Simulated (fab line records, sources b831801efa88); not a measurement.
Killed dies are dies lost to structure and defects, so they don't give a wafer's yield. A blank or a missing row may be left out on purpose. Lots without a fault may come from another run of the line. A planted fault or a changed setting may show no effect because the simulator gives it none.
Problem report in the 8D (eight disciplines) form, filled by code | flow gf180mcu | the parts of the form that need people (team, actions taken, sign-off) are left out

1. THE PROBLEM
beam_energy_keV at GF_VT_IMPLANT_IMPLANT_19 reads a mean of 97.75 on 6 wafers of 2 lots; wafers without a fault read 100.00 with a standard deviation of 0.031. That is -73 standard deviations from the usual mean.
First seen on wafer L612.1, day 8 10:36, on implanter-03. The record holds 42 wafers of 14 lots with a number at this step. Rule for "out", or "out of limits": more than 4 standard deviations from the usual mean. The other wafers with a number count as sound.

2. WHAT IT IS AND WHAT IT IS NOT
question                    | is                     | is not
which readings at this step | beam_energy_keV        | tilt_deg
which lots                  | L612, L616             | L604, L605, L607, L608, L609, L620, L622, L623, L624, L625, L626, L627
which wafers of those lots  | all that have a number | -
read on which tools         | implanter-03           | implanter-01, implanter-02
when                        | from day 8 10:36       | up to then (15 sound wafers); but 21 sound wafers of L620, L622, L623, L624, L625, L626, L627 came after

3. SUSPECTS, AND WHAT RULES EACH OUT
Counting: a tool at a process step up to the reading stays a suspect if it ran every lot that is out and no sound lot after the first of them.
- implanter-03 at GF_VT_IMPLANT_IMPLANT_19: ruled out as a lasting fault. Sound lots L625 ran on it after its first lot that is out, L612 (day 8 10:36).
Left after counting: nothing in the record.

4. THE CAUSE (what the simulator had put in)
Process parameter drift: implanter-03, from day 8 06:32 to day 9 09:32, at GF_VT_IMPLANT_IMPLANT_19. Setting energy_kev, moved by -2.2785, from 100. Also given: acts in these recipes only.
Counting ruled it out, wrongly.

5. THE CHAIN OF EFFECTS, in route order
Each row: a reading whose mean over the struck wafers that have a number lies more than 3 standard deviations from the usual. Only readings for which the record gives a usual standard deviation are gone through. hours: the time from each lot's start at the first step in this table that gives one to its start at this step, as a median over the lots. sigmas: the change in usual standard deviations.
hours | step                     | reading         | usual  | on struck wafers | change | sigmas
0     | GF_VT_IMPLANT_IMPLANT_19 | beam_energy_keV | 100.00 | 97.75            | -2.25  | -73
The process steps in it:
- GF_VT_IMPLANT_IMPLANT_19

6. WHAT WOULD HAVE CAUGHT IT SOONER
In this record the first reading out of limits was taken at day 8 10:36, 4 hours after the fault began at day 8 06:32.
